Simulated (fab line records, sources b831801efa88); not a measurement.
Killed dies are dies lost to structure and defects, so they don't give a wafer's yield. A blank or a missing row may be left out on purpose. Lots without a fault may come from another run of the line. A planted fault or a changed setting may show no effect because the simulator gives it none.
A struck lot beside a sound one | flow gf180mcu | 14 steps out of a route of 602
Sound: wafers L548.2, L548.4, L548.6. Struck: wafers L551.2, L551.3, L551.6. The cause comes at the end.
At each step with rows: each side's tool, then ch and its chambers, then its first start. Under that, the readings that differ: sound wafers | struck wafers | difference of the means | sigmas: that difference in standard deviations of wafers without a fault.
alike: readings whose means differ by less than 2 such deviations, and words and numbers that are the same on both sides. not compared: withheld readings, readings that some wafer has no value for, bounds like >300 that may hide the same value, and numbers for which the record gives no deviation and whose values overlap.
The two part at a step that has a row with sigmas, a row that says differs or no value, or rows on one side only. Numbers that don't overlap but have no deviation are shown without sigmas and don't part them. A reading that every wafer of one side lacks parts them only if that side has two wafers or more.

first, 4 steps without rows for these wafers: GF_VT_IMPLANT_SOFTBAKE_03 (time 60 s); GF_VT_IMPLANT_EXPOSE_04 (exposes mask LVPWELL LV AREA, target cd 600 nm); GF_VT_IMPLANT_PEB_05; GF_VT_IMPLANT_DEVELOP_06 (develop time 60 s).
GF_VT_IMPLANT_OVL_MEAS_07:
  sound on overlay-01, day 8 01:38; struck on overlay-01, day 8 16:10
  alike: VT_IMPLANT_OVL
then, 1 step without rows for these wafers: GF_VT_IMPLANT_IMPLANT_08.
GF_VT_IMPLANT_STRIP_09: strips in O2/N2.
  sound on plasma_asher-01 ch 0,1, day 8 01:49; struck on plasma_asher-04 ch 0,1, day 8 16:21
  alike: drypump_motor_current_A, heater_power_w, oes_product_au, strip_time_to_endpoint_s
  not compared: rf_hours_counter_h
GF_VT_IMPLANT_TW_MEAS_10:
  sound on film_metro-03, day 8 01:56; struck on film_metro-02, day 8 16:28
  alike: VT_IMPLANT_TW
then, 4 steps without rows for these wafers: GF_VT_IMPLANT_DEHYDRATE_11 (time 60 s); GF_VT_IMPLANT_HMDS_12 (prime time 60 s); GF_VT_IMPLANT_COAT_13 (resist thk 1000 nm); GF_VT_IMPLANT_SOFTBAKE_14 (time 60 s).
GF_VT_IMPLANT_EXPOSE_15: exposes mask Nwell LV AREA, target cd 860 nm.
  sound on iline_stepper-02 ch 0, day 8 09:47; struck on iline_stepper-01, day 9 00:52
  no value came back on the struck wafers for exposure_dose_mJ_cm2, focus_offset_nm (nm); on the sound wafers exposure_dose_mJ_cm2 reads 140.02 139.96 140.07
  alike: mask
then, 1 step without rows for these wafers: GF_VT_IMPLANT_PEB_16.

WHERE THEY PART
Only at GF_VT_IMPLANT_EXPOSE_15, within this record.

WHY: what the simulator had put in
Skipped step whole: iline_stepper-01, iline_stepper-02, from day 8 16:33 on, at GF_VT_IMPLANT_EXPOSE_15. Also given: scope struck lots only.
